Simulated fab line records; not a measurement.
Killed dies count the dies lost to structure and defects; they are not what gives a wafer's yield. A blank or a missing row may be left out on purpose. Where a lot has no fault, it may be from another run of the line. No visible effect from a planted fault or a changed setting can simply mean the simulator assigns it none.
Check for tools in common	flow sky130	Lots sampled 12, wafers sampled 36

## WHY IT WAS OPENED
SKY_VT_ADJUST_LVTN_TW_MEAS_10, reading VT_ADJUST_LVTN_TW: flagged on 2 of 12 lots. Fault-free wafers read 244.0, with a standard deviation of 1.7.
Rule: flag the lot when none of its wafers has a number, or when each of its wafers that has one lies beyond 4 standard deviations from that mean. The rest of the lots are taken to be sound.

lot	measured	on	VT_ADJUST_LVTN_TW, wafer by wafer	flag
L904	day 6 22:20	film-metro-02	247.1 246.1 246.5	
L906	day 7 11:46	film-metro-03	241.1 242.4 240.8	
L908	day 8 00:04	film-metro-03	241.5 240.5 242.1	
L910	day 8 11:14	film-metro-01	245.2 246.4 246.1	
L911	day 8 17:22	film-metro-02	264.2 264.8 264.0	FLAGGED
L913	day 9 06:21	film-metro-01	242.4 243.6 243.8	
L916	day 10 08:28	film-metro-03	261.6 260.9 260.8	FLAGGED
L917	day 10 17:33	film-metro-02	245.6 245.6 245.0	
L923	day 12 05:53	film-metro-02	244.8 246.0 245.4	
L924	day 12 12:11	film-metro-03	244.4 244.1 243.6	
L925	day 12 17:38	film-metro-01	245.1 243.7 243.4	
L927	day 13 04:47	film-metro-02	245.7 244.1 246.0	
On average the flagged lots' numbers are 262.7, which is +18.7 against the usual, or +11 standard deviations.

## LOT BY LOT: THE TOOL USED
The record holds 1 process step before the reading, out of a route of 708 steps. Every cell lists first the tool, next ch and the chambers used by the sampled wafers, and last the start.
lot	flag	SKY_VT_ADJUST_LVTN_IMPLANT_08
L904		implanter-04 ch 0, day 6 22:06
L906		implanter-01 ch 0, day 7 11:31
L908		implanter-01 ch 0, day 7 23:50
L910		implanter-01 ch 0, day 8 10:59
L911	FLAGGED	implanter-01 ch 0, day 8 17:07
L913		implanter-02 ch 0, day 9 06:06
L916	FLAGGED	implanter-01 ch 0, day 10 08:15
L917		implanter-02 ch 0, day 10 17:18
L923		implanter-02 ch 0, day 12 05:40
L924		implanter-02 ch 0, day 12 11:56
L925		implanter-01 ch 0, day 12 17:23
L927		implanter-04 ch 0, day 13 04:34
What is done by these steps:
- SKY_VT_ADJUST_LVTN_IMPLANT_08
- SKY_VT_ADJUST_LVTN_TW_MEAS_10

## FLAGGED OVER TOTAL, TOOL BY TOOL (the gauges that took the reading come last)
step	tool	lots run	flagged	share of the flagged lots	sound lots run after its first flagged lot
SKY_VT_ADJUST_LVTN_IMPLANT_08	implanter-01	6	2	all	1 (L925)
SKY_VT_ADJUST_LVTN_IMPLANT_08	implanter-02	4	0	none	-
SKY_VT_ADJUST_LVTN_IMPLANT_08	implanter-04	2	0	none	-
SKY_VT_ADJUST_LVTN_TW_MEAS_10	film-metro-01	3	0	none	-
SKY_VT_ADJUST_LVTN_TW_MEAS_10	film-metro-02	5	1	some	3 (L917,L923,L927)
SKY_VT_ADJUST_LVTN_TW_MEAS_10	film-metro-03	4	1	some	1 (L924)

## WHAT THE TABLE ALLOWS
All flagged lots share 1 row of the table, namely implanter-01 at SKY_VT_ADJUST_LVTN_IMPLANT_08.
- implanter-01 at SKY_VT_ADJUST_LVTN_IMPLANT_08 ran 6 lots, 2 of them flagged. Sound lots ran on it after the first flagged one (L925), which a lasting fault on the whole tool wouldn't allow. Its own readings (dose-ions-cm2, faraday-current-uA) fall more than 4 standard deviations out on all wafers of the flagged lots.
No row of the table ran every flagged lot and no sound lot after the first.

## WHAT THE SIMULATOR PUT IN
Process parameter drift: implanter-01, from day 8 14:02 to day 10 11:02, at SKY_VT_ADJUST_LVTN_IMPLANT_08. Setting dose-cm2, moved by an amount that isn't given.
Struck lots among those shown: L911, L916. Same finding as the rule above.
